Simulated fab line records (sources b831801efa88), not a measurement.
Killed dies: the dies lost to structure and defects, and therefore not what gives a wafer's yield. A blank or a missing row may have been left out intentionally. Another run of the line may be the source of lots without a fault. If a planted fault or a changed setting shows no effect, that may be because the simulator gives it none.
A lot that was struck, set against a sound lot :: flow sky130 :: 22 steps out of a route of 708
Sound: wafers L590.1, L590.5, L590.6. Struck: wafers L593.3, L593.5, L593.6. The cause comes at the end.
For every step that has rows: the tool of each side, followed by ch and its chambers, followed by its first start. Under that, the readings that differ: sound wafers :: struck wafers :: difference of the means :: sigmas: that difference in standard deviations of wafers without a fault.
alike: words and numbers the same on both sides, and readings whose means are apart by under 2 such deviations; not compared: readings that were withheld, readings missing a value for some wafer, numbers with overlapping values and no deviation given by the record, and bounds like >300 which may hide the same value.
A row with sigmas, a row that says differs or no value, or rows on one side alone: a step with any of these is where the two part. Non-overlapping numbers with no deviation appear without sigmas and do not part them. Lack of a reading on every wafer of one side parts them only where that side has two or more wafers.

first, 8 steps without rows for these wafers: SKY_DNWELL_DEHYDRATE_00 (time 60 s); SKY_DNWELL_HMDS_01 (prime time 60 s); SKY_DNWELL_COAT_02 (resist thk 3000 nm); SKY_DNWELL_SOFTBAKE_03; SKY_DNWELL_EXPOSE_04 (exposes mask DNM, target cd 3000 nm); SKY_DNWELL_PEB_05; SKY_DNWELL_DEVELOP_06 (develop time 60 s); SKY_DNWELL_IMPLANT_07.
SKY_DNWELL_STRIP_08: strips in O2/N2.
  sound on plasma asher-03 ch 0,1, day 7 00:48; struck on plasma asher-02 ch 0,1, day 7 18:40
  alike: drypump motor current A, o2 flow sccm, oes product au, strip time to endpoint s
  not compared: rf hours counter h
SKY_DNWELL_TW_MEAS_09:
  sound on film metro-03 at day 7 00:54; struck on film metro-03 at day 7 18:45
  alike: DNWELL_TW
then, 2 steps without rows for these wafers: SKY_PWDE_DEHYDRATE_00 (time 60 s); SKY_PWDE_HMDS_01 (prime time 60 s).
SKY_PWDE_COAT_02: resist thk 3000 nm.
  sound on litho track-02 ch 0, day 7 09:35; struck on litho track-04 ch 0, day 8 04:54
reading: model.coat_of_PWDE_COAT_02.thk nm (nm)
sound: 3002 2986 2993
struck: 2885 2874 2876
difference: -115
sigmas: 
then, 3 steps without rows for these wafers: SKY_PWDE_SOFTBAKE_03; SKY_PWDE_EXPOSE_04 (exposes mask PWDEM, target cd 840 nm); SKY_PWDE_PEB_05.
SKY_PWDE_DEVELOP_06: develop time 60 s.
  sound: litho track-02 ch 0; struck: litho track-02 ch 0
reading: model.coat_of_PWDE_COAT_02.thk nm (nm)
sound: 2998 2981 2989
struck: 2880 2870 2872
difference: -115
sigmas: 
SKY_PWDE_OVL_MEAS_07:
  sound on overlay-01 at day 7 19:47; struck on overlay-02 at day 8 15:41
reading: PWDE_OVL (nm)
sound: -2.1 -3.0 -1.2
struck: 1.3 -0.3 0.2
difference: +2.5
sigmas: +2
following that, these wafers have no rows for 1 step: SKY_PWDE_IMPLANT_08.
SKY_PWDE_STRIP_09: strips in O2/N2.
  sound on plasma asher-01 ch 0,1, day 7 19:58; struck on plasma asher-03 ch 0,1, day 8 15:54
reading: o2 flow sccm (sccm)
sound: 3014 3008 3021
struck: 2986 2996 3001
difference: -20
sigmas: -2

reading: strip time to endpoint s (s)
sound: 36.95 36.73 36.84
struck: 35.59 35.48 35.49
difference: -1.32
sigmas: -12
  alike: drypump motor current A, oes product au
  not compared: rf hours counter h
SKY_PWDE_TW_MEAS_10:
  sound on film metro-03 at day 7 20:04; struck on film metro-01 at day 8 15:59
  alike: PWDE_TW
-- the record jumps here: 42 days lie between the struck wafers' starts before and after (it left off in module PWDE and takes up again in module PAD_OPEN, whose first step shown is number 708 of the route) --
SKY_PAD_OPEN_PROBE_99:
  sound on prober-01 at day 50 09:29; struck on prober-02 at day 51 00:16
reading: model.etest.res_p_drift_20v.width nm (nm)
sound: 829.6 831.2 831.8
struck: 846.3 846 853.3
difference: +17.7
sigmas: 
  alike: killed_at_M0_to_M3, killed_at_M4_up, killed at contacts, killed at front end, killed at other, killed dies, killed open, killed short

== WHERE THEY PART ==
First at SKY_PWDE_OVL_MEAS_07; last, within this record, at SKY_PWDE_STRIP_09. Later steps at which nothing parts them and some readings are alike: SKY_PWDE_TW_MEAS_10, SKY_PAD_OPEN_PROBE_99.

WHY: the cause the simulator had injected
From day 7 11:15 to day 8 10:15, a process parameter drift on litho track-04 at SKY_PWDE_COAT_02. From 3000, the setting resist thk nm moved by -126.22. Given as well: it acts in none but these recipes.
